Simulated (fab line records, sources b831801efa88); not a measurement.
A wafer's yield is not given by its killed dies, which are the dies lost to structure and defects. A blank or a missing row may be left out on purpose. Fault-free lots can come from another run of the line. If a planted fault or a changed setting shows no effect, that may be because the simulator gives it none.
fab line records -- flow sfqLine
record: lots: 15, wafers: 42, lastDay: 92
route steps=325 shown I1@86 I3@144 I4@171 JJ@196
lots that met no fault: from a run of the same line without faults
startH: hours from the record's opening day to when the first of the lot's shown wafers began -- waitH: hours since the lot's step before -- " identical to the entry in the row above -- L1.1+2: several wafers, shown together as one row -- - no value, or no start given -- * or withheld: withheld -- < > ~ a bound
route shown NAME@n: NAME is a module with steps in the file, n the number in the route of the first one -- usual: mean and standard deviation over wafers with no fault -- same: alike in all rows -- chamber/n: place in a boat -- sites: the reading at each site -- _std_site: the standard deviation of these -- _edge_site: inner sites' mean taken away from outer sites' mean -- radiusMm: how far each site lies from the wafer's centre -- mask NAME#n: copy n -- behind: tool/chamber where the wafer was last shaped -- hold: cause of the lot's hold/its duration in hours/its outcome -- device: whichever transistor did not switch (one of n, p or np) -- end of line: tests run on the same wafers once the route is complete -- for a step that has no rows: nothing shown but its recipe -- killed: at the first sort, the dies lost to defects and structure; wafer yield is something else -- map: shows each die of a wafer: x if killed, . if not, _ if none is there
set.NAME: the setting the step ran with; set.NAME@STEP: the setting that earlier step ran with -- model.NAME: the simulator's own value behind a step, which no gauge read
route steps across a sampled set of lots; one table per step, one row per wafer
services: a tool's chamber out of use, with start hour (startH, from the record's first day; less than 0 if before it), hours out, and reason
== steps ==
step: SFQ_TRILAYER_I1_VIA_STRIP_STRIP_053
recipe: gas: O2, powerW: 200, platenTempC: 40, overashFraction: 0.65, chemistry: O2, pressureMtorr: 50
usual: drypumpMotorCurrentA: 5.62/0.22, oesProductAu: 1.000/0.007
lot.wafer,tool,chamber,startH,waitH,drypumpMotorCurrentA,oesProductAu,rfHoursCounterH
L431.2,rieMetal-01,0,402.93,-,5.50,1.003,65
L431.5,rieMetal-01,0,402.93,-,5.51,1.008,-
L431.6,rieMetal-01,1,402.93,-,5.44,1.004,-
L433.1,rieMetal-02,1,411.33,-,6.28,1.014,30
L433.4,rieMetal-02,1,411.33,-,6.32,1.010,-
L433.5,rieMetal-02,0,411.33,-,5.46,0.986,-
L434.3,rieMetal-02,0,416.53,-,5.47,0.989,-
L434.4,rieMetal-02,0,416.53,-,5.48,0.995,-
L434.6,rieMetal-02,0,416.53,-,5.47,0.993,-
L435.4,rieMetal-01,0,424.73,-,5.52,1.000,-
L435.5,rieMetal-01,0,424.73,-,5.52,1.005,-
L435.6,rieMetal-01,1,424.73,-,5.45,1.009,-
L439.2,rieMetal-03,0,452.88,-,5.88,0.999,55
L439.5,rieMetal-03,0,452.88,-,5.87,1.003,-
L441.3,rieMetal-02,0,475.88,-,5.46,0.993,-
L441.6,rieMetal-02,0,475.88,-,5.48,0.995,-
L442.2,rieMetal-01,0,491.74,-,5.53,1.006,82
L442.3,rieMetal-01,1,491.74,-,5.45,0.996,-
L447.2,rieMetal-01,1,550.99,-,5.45,1.008,60
L447.3,rieMetal-01,1,550.99,-,5.44,0.991,-
L447.6,rieMetal-01,0,550.99,-,5.51,0.998,-
L448.1,rieMetal-03,1,559.39,-,5.74,1.012,32
L448.4,rieMetal-03,0,559.39,-,5.93,1.002,-
L448.5,rieMetal-03,1,559.39,-,5.73,1.016,-
L449.1,rieMetal-03,0,566.59,-,5.89,0.990,72
L449.3,rieMetal-03,1,566.59,-,5.73,0.993,-
L449.6,rieMetal-03,1,566.59,-,5.73,0.997,-
L450.2,rieMetal-03,0,580.58,-,5.86,0.992,73
L450.5,rieMetal-03,1,580.58,-,5.74,0.999,-
L450.6,rieMetal-03,0,580.58,-,5.88,0.999,-
L451.1,rieMetal-01,1,582.98,-,5.44,0.991,64
L451.3,rieMetal-01,1,582.98,-,5.44,1.002,-
L451.5,rieMetal-01,0,582.98,-,5.51,1.001,-
L452.2,rieMetal-01,0,596.93,-,5.52,1.001,97
L452.4,rieMetal-01,1,596.93,-,5.46,1.006,-
L452.6,rieMetal-01,1,596.93,-,5.44,1.009,-
L453.3,rieMetal-01,0,605.53,-,5.51,1.001,-
L453.4,rieMetal-01,1,605.53,-,5.44,1.007,-
L453.5,rieMetal-01,1,605.53,-,5.44,1.004,-
L454.2,rieMetal-03,1,616.21,-,5.75,1.010,39
L454.3,rieMetal-03,0,616.21,-,5.89,1.000,-
L454.5,rieMetal-03,0,616.21,-,5.89,1.004,-
step: SFQ_TRILAYER_I3_VIA_BARC_OPEN_VIA_ETCH_121
recipe: maskMaterial: PR, chemistry: O2, targetDepthNm: 125, target: BARC, sourceW: 500, biasW: 80, pressureMtorr: 30, timeS: 41.7
usual: drypumpMotorCurrentA: 5.7/0.34, oesProductAu: 0.685/0.0044
lot.wafer,tool,chamber,startH,waitH,drypumpMotorCurrentA,oesProductAu,rfHoursCounterH
L431.2,rieDiel-03,3,1024.86,0.0,5.6,0.683,6
L431.5,rieDiel-03,1,1024.86,0.0,6.5,0.683,-
L431.6,rieDiel-03,0,1024.86,0.0,5.3,0.682,-
L433.1,rieDiel-03,0,1038.06,0.0,5.3,0.689,11
L433.4,rieDiel-03,3,1038.06,0.0,5.6,0.682,6
L433.5,rieDiel-03,3,1038.06,0.0,5.6,0.687,-
L434.3,rieDiel-04,3,1045.26,0.0,5.7,0.684,9
L434.4,rieDiel-04,2,1045.26,0.0,5.5,0.681,10
L434.6,rieDiel-04,2,1045.26,0.0,5.6,0.681,-
L435.4,rieDiel-02,0,1055.00,0.0,5.6,0.684,-
L435.5,rieDiel-02,2,1055.00,0.0,6.1,0.677,-
L435.6,rieDiel-02,1,1055.00,0.0,5.6,0.682,-
L439.2,rieDiel-04,2,1080.63,0.0,5.5,0.685,10
L439.5,rieDiel-04,0,1080.63,0.0,5.9,0.686,-
L441.3,rieDiel-03,1,1102.70,0.0,6.5,0.683,11
L441.6,rieDiel-03,0,1102.70,0.0,5.3,0.681,-
L442.2,rieDiel-02,2,1111.10,0.0,6.1,0.683,4
L442.3,rieDiel-02,1,1111.10,0.0,5.6,0.685,3
L447.2,rieDiel-04,0,1171.23,0.0,5.9,0.691,13
L447.3,rieDiel-04,2,1171.23,0.0,5.5,0.688,11
L447.6,rieDiel-04,2,1171.23,0.0,5.6,0.687,-
L448.1,rieDiel-04,0,1174.83,0.0,5.9,0.684,13
L448.4,rieDiel-04,2,1174.83,0.0,5.6,0.685,12
L448.5,rieDiel-04,2,1174.83,0.0,5.5,0.685,-
L449.1,rieDiel-03,0,1178.43,0.0,5.4,0.689,13
L449.3,rieDiel-03,3,1178.43,0.0,5.6,0.688,8
L449.6,rieDiel-03,2,1178.43,0.0,5.9,0.686,-
L450.2,rieDiel-02,3,1183.51,0.0,5.6,0.684,18
L450.5,rieDiel-02,0,1183.51,0.0,5.6,0.685,-
L450.6,rieDiel-02,1,1183.51,0.0,5.6,0.679,-
L451.1,rieDiel-04,3,1202.71,0.0,5.6,0.677,11
L451.3,rieDiel-04,0,1202.71,0.0,5.9,0.691,14
L451.5,rieDiel-04,3,1202.71,0.0,5.6,0.688,-
L452.2,rieDiel-03,1,1219.51,0.0,6.5,0.686,13
L452.4,rieDiel-03,0,1219.51,0.0,5.3,0.687,14
L452.6,rieDiel-03,2,1219.51,0.0,5.9,0.683,-
L453.3,rieDiel-02,2,1226.71,0.0,6.1,0.684,5
L453.4,rieDiel-02,1,1226.71,0.0,5.6,0.687,5
L453.5,rieDiel-02,1,1226.71,0.0,5.6,0.679,-
L454.2,rieDiel-03,3,1235.11,0.0,5.6,0.689,9
L454.3,rieDiel-03,1,1235.11,0.0,6.5,0.691,13
L454.5,rieDiel-03,2,1235.11,0.0,5.9,0.687,-
step: SFQ_TRILAYER_I4_VIA_LITHO_PEB_106
recipe: pebTempC: 115, pebTimeS: 60, resist: KrF
usual: chillPlateTempC: 22.99/0.1, heaterPowerTotalW: 79.16/0.073
lot.wafer,tool,chamber,startH,waitH,chillPlateTempC,heaterPowerTotalW
L431.2,lithoTrack-03,0,1190.40,0.8,22.90,79.20
L431.5,lithoTrack-03,0,1190.40,0.8,23.18,79.19
L431.6,lithoTrack-03,0,1190.40,0.8,22.99,79.19
L433.1,lithoTrack-02,0,1195.17,1.0,22.94,79.22
L433.4,lithoTrack-02,0,1195.17,1.0,23.23,79.20
L433.5,lithoTrack-02,0,1195.17,1.0,22.89,79.23
L434.3,lithoTrack-04,0,1196.42,0.7,22.79,79.19
L434.4,lithoTrack-04,0,1196.42,0.7,22.91,79.22
L434.6,lithoTrack-04,0,1196.42,0.7,23.04,79.09
L435.4,lithoTrack-02,0,1200.05,0.5,23.00,79.14
L435.5,lithoTrack-02,0,1200.05,0.5,22.98,79.23
L435.6,lithoTrack-02,0,1200.05,0.5,23.11,79.18
L439.2,lithoTrack-04,0,1227.60,0.8,23.03,78.97
L439.5,lithoTrack-04,0,1227.60,0.8,23.05,82.37
L441.3,lithoTrack-04,0,1238.42,0.7,22.99,82.43
L441.6,lithoTrack-04,0,1238.42,0.7,22.75,79.21
L442.2,lithoTrack-04,0,1249.20,0.8,22.98,79.22
L442.3,lithoTrack-04,0,1249.20,0.8,23.07,82.40
L447.2,lithoTrack-04,0,1402.05,0.8,23.08,79.20
L447.3,lithoTrack-04,0,1402.05,0.8,22.99,79.22
L447.6,lithoTrack-04,0,1402.05,0.8,23.04,79.22
L448.1,lithoTrack-03,0,1404.42,1.0,23.05,79.25
L448.4,lithoTrack-03,0,1404.42,1.0,22.89,79.09
L448.5,lithoTrack-03,0,1404.42,1.0,22.85,79.17
L449.1,lithoTrack-02,0,1406.82,1.0,22.96,79.16
L449.3,lithoTrack-02,0,1406.82,1.0,23.02,79.18
L449.6,lithoTrack-02,0,1406.82,1.0,23.20,79.10
L450.2,lithoTrack-04,0,1414.17,0.8,23.03,79.16
L450.5,lithoTrack-04,0,1414.17,0.8,23.20,79.17
L450.6,lithoTrack-04,0,1414.17,0.8,22.95,79.17
L451.1,lithoTrack-03,0,1466.43,1.0,22.85,79.03
L451.3,lithoTrack-03,0,1466.43,1.0,22.91,79.21
L451.5,lithoTrack-03,0,1466.43,1.0,23.03,79.24
L452.2,lithoTrack-04,0,1480.85,0.8,23.00,79.07
L452.4,lithoTrack-04,0,1480.85,0.8,22.98,79.13
L452.6,lithoTrack-04,0,1480.85,0.8,22.89,79.15
L453.3,lithoTrack-02,0,1489.28,0.7,23.04,79.10
L453.4,lithoTrack-02,0,1489.28,0.7,23.14,79.17
L453.5,lithoTrack-02,0,1489.28,0.7,23.00,79.22
L454.2,lithoTrack-04,0,1494.05,0.8,23.15,79.04
L454.3,lithoTrack-04,0,1494.05,0.8,22.94,79.15
L454.5,lithoTrack-04,0,1494.05,0.8,23.10,79.21
step: SFQ_TRILAYER_JJ_CE_STRIP_STRIP_120
recipe: gas: O2, powerW: 200, platenTempC: 40, overashFraction: 0.65, chemistry: O2, pressureMtorr: 50
usual: drypumpMotorCurrentA: 5.8/0.35, oesProductAu: 1.001/0.0098
lot.wafer,tool,chamber,startH,waitH,drypumpMotorCurrentA,oesProductAu,rfHoursCounterH
L431.2,rieMetal-01,1,1319.57,0.0,5.4,0.987,27
L431.5,rieMetal-01,1,1319.57,0.0,5.4,0.995,-
L431.6,rieMetal-01,0,1319.57,0.0,5.5,1.005,-
L433.1,rieMetal-02,1,1321.97,0.0,6.3,1.021,16
L433.4,rieMetal-02,0,1321.97,0.0,5.4,1.004,-
L433.5,rieMetal-02,1,1321.97,0.0,6.3,1.012,-
L434.3,rieMetal-02,0,1323.37,0.2,5.5,1.004,-
L434.4,rieMetal-02,1,1323.37,0.2,6.3,1.011,-
L434.6,rieMetal-02,1,1323.37,0.2,6.3,1.022,-
L435.4,rieMetal-04,0,1324.57,0.2,5.8,0.991,-
L435.5,rieMetal-04,0,1324.57,0.2,5.8,0.985,-
L435.6,rieMetal-04,1,1324.57,0.2,6.2,1.012,-
L439.2,rieMetal-02,1,1329.17,0.0,6.3,1.005,18
L439.5,rieMetal-02,1,1329.17,0.0,6.3,1.003,-
L441.3,rieMetal-01,0,1331.77,0.2,5.5,0.980,-
L441.6,rieMetal-01,1,1331.77,0.2,5.4,0.979,-
L442.2,rieMetal-04,1,1332.77,0.0,6.1,1.023,134
L442.3,rieMetal-04,1,1332.77,0.0,6.1,1.011,-
L447.2,rieMetal-01,0,1408.90,0.0,5.5,0.992,62
L447.3,rieMetal-01,1,1408.90,0.0,5.4,1.002,-
L447.6,rieMetal-01,0,1408.90,0.0,5.5,0.994,-
L448.1,rieMetal-01,1,1411.26,0.0,5.4,1.004,40
L448.4,rieMetal-01,1,1411.26,0.0,5.4,1.009,-
L448.5,rieMetal-01,0,1411.26,0.0,5.5,0.996,-
L449.1,rieMetal-01,1,1413.70,0.0,5.5,0.999,40
L449.3,rieMetal-01,0,1413.70,0.0,5.5,0.988,-
L449.6,rieMetal-01,0,1413.70,0.0,5.5,0.995,-
L450.2,rieMetal-02,0,1421.11,0.0,5.5,1.011,115
L450.5,rieMetal-02,0,1421.11,0.0,5.5,1.013,-
L450.6,rieMetal-02,1,1421.11,0.0,6.3,1.006,-
L451.1,rieMetal-02,1,1473.54,0.0,6.3,1.022,37
L451.3,rieMetal-02,1,1473.54,0.0,6.3,1.008,-
L451.5,rieMetal-02,1,1473.54,0.0,6.3,1.004,-
L452.2,rieMetal-04,1,1492.69,0.0,6.2,1.006,12
L452.4,rieMetal-04,1,1492.69,0.0,6.2,1.009,-
L452.6,rieMetal-04,1,1492.69,0.0,6.2,1.007,-
L453.3,rieMetal-02,1,1498.77,0.4,6.3,1.005,-
L453.4,rieMetal-02,1,1498.77,0.4,6.3,1.001,-
L453.5,rieMetal-02,1,1498.77,0.4,6.3,1.017,-
L454.2,rieMetal-04,1,1504.57,0.0,6.2,1.011,14
L454.3,rieMetal-04,0,1504.57,0.0,5.8,0.979,-
L454.5,rieMetal-04,1,1504.57,0.0,6.1,1.019,-
== services ==
tool,chamber,startH,hours,kind
rieMetal-01,-,398.73,1.4,pm
rieMetal-02,1,412.77,21.5,repair
rieMetal-01,1,428.62,4.6,repair
rieMetal-01,-,501.97,2.8,pm
rieDiel-03,3,538.94,2.5,repair
rieDiel-03,-,567.66,2.8,pm
rieDiel-03,0,677.71,100.8,repair
rieMetal-01,1,683.72,33.7,repair
rieDiel-03,-,684.24,0.7,repair
rieMetal-02,-,688.64,14.6,pm
rieMetal-01,-,703.58,1.3,repair
rieDiel-03,-,774.36,4.3,pm
rieDiel-03,1,791.11,5.2,repair
rieDiel-03,1,804.22,5.2,repair
rieDiel-03,0,819.00,10.3,repair
rieMetal-02,0,871.02,13.8,repair
rieMetal-02,1,891.52,1.6,repair
rieDiel-03,3,900.75,1.5,repair
rieDiel-03,3,966.95,4.4,repair
rieMetal-02,-,1053.20,2.8,pm
rieMetal-01,1,1062.94,5.3,repair
rieMetal-02,1,1216.63,4.5,repair
rieMetal-02,0,1274.11,13.3,repair
rieMetal-01,-,1368.10,0.5,repair
== key ==
firstSign: step: SFQ_TRILAYER_I4_VIA_LITHO_PEB_106, reading: heaterPowerTotalW, direction: up, sigmas: 44, usual: 79.16, struck: 82.40
effect none on later readings
metAt SFQ_TRILAYER_I4_VIA_LITHO_PEB_106
struckLots L439,L441,L442
struckWafers L439.5,L441.3,L442.3
notActingAt SFQ_TRILAYER_I1_VIA_STRIP_STRIP_053,SFQ_TRILAYER_I3_VIA_BARC_OPEN_VIA_ETCH_121,SFQ_TRILAYER_JJ_CE_STRIP_STRIP_120
onsetBetween 1196.42 1227.60
fault: kind: processParameterDrift, tool: lithoTrack-04, chamber: -, onsetH: 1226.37, steps: SFQ_TRILAYER_I4_VIA_LITHO_PEB_106, channel: pebTimeS, offset: *, shape: step, endH: 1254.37, scope: struckWafersOnly, actsIn: *, stated: *
